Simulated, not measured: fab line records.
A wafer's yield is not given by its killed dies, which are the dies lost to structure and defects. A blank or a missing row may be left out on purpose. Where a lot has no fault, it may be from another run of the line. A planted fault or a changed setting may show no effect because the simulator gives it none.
Which tool did it?    flow sky130    Sampling: 12 lots, 36 wafers, 4 of 708 route steps

WHAT EACH GAUGE READ, for each wafer
SKY_NWELL_RS_MEAS_29: measures by four-point-probe.
lot   measured      on             NWELL_RS (ohm/sq)
L874  day 6 00:20   film metro-01  626.3 624.8 624.4
L875  day 6 07:22   film metro-02  622.7 623.2 622.6
L876  day 6 11:40   film metro-01  623.9 622.3 624.6
L877  day 6 15:32   film metro-02  626.6 625.1 623.6
L878  day 6 21:31   film metro-03  622.4 623.0 622.0
L881  day 8 07:07   film metro-01  625.1 626.0 627.9
L884  day 8 13:36   film metro-03  622.9 623.2 622.7
L885  day 8 19:25   film metro-03  625.5 626.0 624.3
L886  day 9 02:46   film metro-03  651.1 650.0 650.1
L889  day 9 20:07   film metro-02  644.8 644.4 644.0
L894  day 11 01:45  film metro-03  624.3 624.2 622.8
L895  day 11 12:06  film metro-02  624.2 624.8 623.7

SKY_SONOS_TUNNEL_OVL_MEAS_08.
lot   measured      on          SONOS_TUNNEL_OVL (nm)
L874  day 12 07:40  overlay-01  0.5 -0.6 -0.2
L875  day 12 17:27  overlay-01  -1.8 -1.8 -1.1
L876  day 12 20:50  overlay-01  2.2 1.7 1.5
L877  day 13 03:05  overlay-01  2.6 1.7 1.0
L878  day 13 10:07  overlay-02  -3.3 -0.3 -1.8
L881  day 15 08:11  overlay-01  1.8 1.2 3.4
L884  day 15 15:49  overlay-02  -0.1 3.1 4.1
L885  day 16 01:25  overlay-01  0.6 -1.4 -0.7
L886  day 16 08:56  overlay-01  1.0 -0.8 1.2
L889  day 17 08:16  overlay-02  0.9 1.3 0.9
L894  day 18 21:23  overlay-02  1.6 1.6 2.2
L895  day 19 09:37  overlay-02  0.4 1.7 0.9

WHICH TOOL RAN EACH LOT (tool, then ch and the chambers of the sampled wafers, then the start)
lot   SKY_NWELL_IMPLANT_13             SKY_VT_ADJUST_PCH_STRIP_09
L874  implanter-03 ch 0, day 5 05:44   plasma asher-01 ch 0,1, day 11 07:17
L875  implanter-02 ch 0, day 5 12:52   plasma asher-01 ch 0,1, day 11 16:17
L876  implanter-02 ch 0, day 5 16:03   plasma asher-04 ch 0,1, day 11 19:52
L877  implanter-03 ch 0, day 5 20:08   plasma asher-04 ch 0,1, day 12 02:07
L878  implanter-03 ch 0, day 6 02:01   plasma asher-01 ch 1, day 12 08:55
L881  implanter-03 ch 0, day 7 09:44   plasma asher-01 ch 0,1, day 14 05:38
L884  implanter-01 ch 0, day 7 17:23   plasma asher-02 ch 0,1, day 14 12:23
L885  implanter-02 ch 0, day 7 22:15   plasma asher-04 ch 1, day 14 22:20
L886  implanter-02 ch 0, day 8 05:02   plasma asher-01 ch 1, day 15 05:19
L889  implanter-02 ch 0, day 8 21:13   plasma asher-01 ch 0,1, day 16 03:58
L894  implanter-03 ch 0, day 10 02:15  plasma asher-04 ch 0,1, day 17 15:29
L895  implanter-03 ch 0, day 10 12:05  plasma asher-02 ch 0,1, day 18 04:23
- SKY_NWELL_IMPLANT_13
- SKY_VT_ADJUST_PCH_STRIP_09: strips in O2/N2.

WHAT THE TOOLS THEMSELVES READ (means of the sampled wafers that have a number; where no wafer has one, the mark that the record gives instead)
SKY_NWELL_IMPLANT_13.
lot   tool          dose ions cm2  faraday current uA
L874  implanter-03  7.006e+11      3.98
L875  implanter-02  6.997e+11      3.99
L876  implanter-02  6.998e+11      3.95
L877  implanter-03  6.995e+11      3.95
L878  implanter-03  7.008e+11      3.98
L881  implanter-03  7.002e+11      4.09
L884  implanter-01  7.008e+11      4.01
L885  implanter-02  6.987e+11      3.94
L886  implanter-02  7.203e+10      0.40
L889  implanter-02  6.987e+10      0.40
L894  implanter-03  7.012e+11      3.92
L895  implanter-03  7.007e+11      3.95

SKY_VT_ADJUST_PCH_STRIP_09.
lot   tool             drypump motor current A (A)  oes product au (a.u.)  strip time to endpoint s (s)
L874  plasma asher-01  5.7                          0.724                  36.80
L875  plasma asher-01  5.8                          0.723                  37.07
L876  plasma asher-04  5.7                          0.724                  36.89
L877  plasma asher-04  5.3                          0.725                  36.85
L878  plasma asher-01  5.5                          0.722                  36.98
L881  plasma asher-01  5.7                          0.720                  37.05
L884  plasma asher-02  5.8                          0.722                  36.78
L885  plasma asher-04  4.9                          0.717                  36.86
L886  plasma asher-01  5.5                          0.719                  36.82
L889  plasma asher-01  5.8                          0.723                  37.03
L894  plasma asher-04  5.7                          0.729                  36.85
L895  plasma asher-02  5.4                          0.717                  36.96

THE ANSWER, worked out from the rows above alone
Rule: the lots themselves supply what counts as usual. The widest of any qualifying gaps counts: lots, ordered by their means at a reading, are off when they make up no more than a third of the lots, leave a main group of 4 or more, and stand apart from it by 3 or more times the standard deviation of that group's means. If all means in a main group match to the digits the tables above print for the reading, that group is not used. Also off: a lot with no number at a reading for which 4 or more lots have one. All remaining lots with rows at the step are treated as sound. First the gauges in route order, then the tools' own readings, where a lot's mean is used as printed above. At the first step where some lot is off, the reading lying furthest off is the one used; lots without a number count as furthest.
Off: L886, L889, seen at SKY_NWELL_RS_MEAS_29 (NWELL_RS). The main group: mean 624.2 ohm/sq, standard deviation 1.2.
If a tool, at a process step before that reading, ran all the lots that are off and no sound lot after the first of them, it fits. Not tried: the gauges at SKY_NWELL_RS_MEAS_29; whatever is off there is also off at SKY_NWELL_IMPLANT_13, on other tools, and gauge error can't account for it. One fits: implanter-02 at SKY_NWELL_IMPLANT_13. A fault onset in the window from L885 (day 7 22:15, its last sound lot) to L886 (day 8 05:02, its first lot off) fits.
The tool's own readings at SKY_NWELL_IMPLANT_13 bear it out: on the lots that are off they differ by more than 5 times the standard deviation of the sound lots' means. dose ions cm2 reads 7.095e+10 there against 7.002e+11 on the sound lots; faraday current uA reads 0.40 there against 3.98 on the sound lots.

WHAT THE SIMULATOR PUT IN
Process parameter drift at SKY_NWELL_IMPLANT_13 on implanter-02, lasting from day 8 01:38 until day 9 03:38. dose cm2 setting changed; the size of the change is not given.
Shown lots that were struck: L886, L889. The rule above found the same.
